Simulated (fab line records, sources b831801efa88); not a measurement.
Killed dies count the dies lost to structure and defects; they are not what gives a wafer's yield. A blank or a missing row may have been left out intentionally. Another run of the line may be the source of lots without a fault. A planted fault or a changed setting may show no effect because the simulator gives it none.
The same fault as seen by 2 desks ; flow sky130 ; each desk holds nothing but its own numbers, with what lay behind them at the end

== METROLOGY DESK ==
What the gauges read for every lot (on any tool): the sampled wafers with a number, averaged. A lot is out of limits, marked OUT, if its mean lies more than 4 standard deviations from the usual mean; the brackets give that distance.
Columns: A = VT_ADJUST_HVTR_OVL at SKY_VT_ADJUST_HVTR_OVL_MEAS_08, usual -0.5 nm; B = cd-nm at SKY_SONOS_ONO_CD_MEAS_13, usual 410.0 nm
lot;first seen here;A;B
L285;day 9 10:44;1.2;408.2
L287;day 10 07:38;-3.2;410.7
L289;day 10 17:06;-2.0;410.1
L291;day 11 09:20;0.2;410.6
L292;day 11 20:37;-0.4;408.1
L293;day 11 23:35;1.7;409.4
L299;day 13 18:38;0.8;408.2
L301;day 14 10:40;-0.4;412.0
L302;day 14 17:08;0.6;410.0
L304;day 15 09:21;-0.8;410.5
L305;day 15 12:41;1.0;409.2
L308;day 17 02:54;-0.8;407.3
Result from this desk: across the 12 lots, nothing is out of limits.

== THE TOOL OWNER'S DESK: litho-track-02 ==
For each lot that ran on this tool, the mean over its sampled wafers that have a number, from the tool's own readings at SKY_NWELL_SOFTBAKE_06. A lot is out of limits, marked OUT, if its mean lies more than 4 standard deviations from the usual mean; the brackets give that distance.
Columns: A = chill-plate-temp-C at SKY_NWELL_SOFTBAKE_06, usual 23.00 C; B = heater-power-total-W at SKY_NWELL_SOFTBAKE_06, usual 65.34 W; C = plate-temp-C at SKY_NWELL_SOFTBAKE_06, usual 109.99 C
lot;first seen here;A;B;C
L285;day 4 06:25;23.00;65.31;110.10
L291;day 5 16:47;23.06;65.20;110.06
L299;day 7 11:57;23.10;75.70 (+80) OUT;122.70 (+91) OUT
L301;day 8 00:05;22.99;75.81 (+81) OUT;122.73 (+91) OUT
L302;day 8 05:55;23.08;75.59 (+79) OUT;122.71 (+91) OUT
Finding of this desk: L299, L301, L302 out of limits; the first was L299 at day 7 11:57, on heater-power-total-W at SKY_NWELL_SOFTBAKE_06. L285, L291: within limits.

== BROUGHT TOGETHER ==
The tool owner's desk had the chance to raise an alarm at day 7 11:57 on L299, L301, L302.
The metrology desk saw nothing out of limits.
The metrology desk holds a record of L299, L301, L302, inside its limits.
On litho-track-02, each named lot ran SKY_NWELL_SOFTBAKE_06.

== WHAT THE SIMULATOR HAD INSERTED ==
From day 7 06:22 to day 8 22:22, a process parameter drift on litho-track-02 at SKY_NWELL_SOFTBAKE_06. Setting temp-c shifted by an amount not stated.
Struck lots among those shown: L299, L301, L302.
Time in hours from fault onset to the first out-of-limits reading at each desk: the tool owner's desk, 6.
